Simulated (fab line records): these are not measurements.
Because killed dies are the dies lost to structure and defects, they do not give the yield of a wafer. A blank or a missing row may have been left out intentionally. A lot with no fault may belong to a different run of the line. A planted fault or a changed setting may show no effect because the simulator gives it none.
Matching of chambers    flow sky130    SKY_VIA1_CMP_02 on cmp-02 has 4 sister chambers
The step polishes SiO2. 4 wafers are shown with their chamber, then 12 later ones without.

WAFERS WITH THEIR CHAMBER
wafer   chamber  motor_current_A (A)
L084.4  1        12.0
L083.4  0        10.6
L088.3  3        11.9
L088.6  2        11.6

WAFERS WHOSE CHAMBER IS MISSING
wafer   motor_current_A (A)
L093.1  11.9
L093.4  11.8
L093.5  12.3
L095.2  11.2
L095.4  11.8
L095.5  11.5
L094.1  11.0
L094.3  12.1
L094.4  12.3
L096.1  11.6
L096.2  12.1
L096.4  11.7

THE CHAMBER EACH PASSED THROUGH
wafer   from the rows above                in truth
L093.1  can't be placed: 3 or 1 or 2       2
L093.4  can't be placed: 3 or 1 or 2       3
L093.5  can't be placed: 1 or 3 or 2       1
L095.2  can't be placed: 2 or 0 or 3 or 1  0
L095.4  can't be placed: 3 or 1 or 2       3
L095.5  can't be placed: 2 or 3 or 1       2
L094.1  can't be placed: 0 or 2            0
L094.3  can't be placed: 1 or 3 or 2       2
L094.4  can't be placed: 1 or 3 or 2       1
L096.1  can't be placed: 2 or 3 or 1       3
L096.2  can't be placed: 1 or 3 or 2       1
L096.4  can't be placed: 2 or 3 or 1       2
0 of 12 placed correctly. These rows do not allow placing 12 (true chamber among the candidates in 12). 0 placed wrongly.
How it was worked out, from the rows above alone: a wafer's distance from a chamber is the root of the sum, over the readings, of the square of ((its reading less the chamber's mean) divided by the reading's scatter). The wafer belongs to the nearest chamber; if the next one is less than 2 further off, it can't be placed. The mean given for a chamber averages the wafers shown for that chamber. The scatter: with one shown wafer a chamber, the root of the mean of the squares of how far each hidden wafer lies from its nearest shown one.
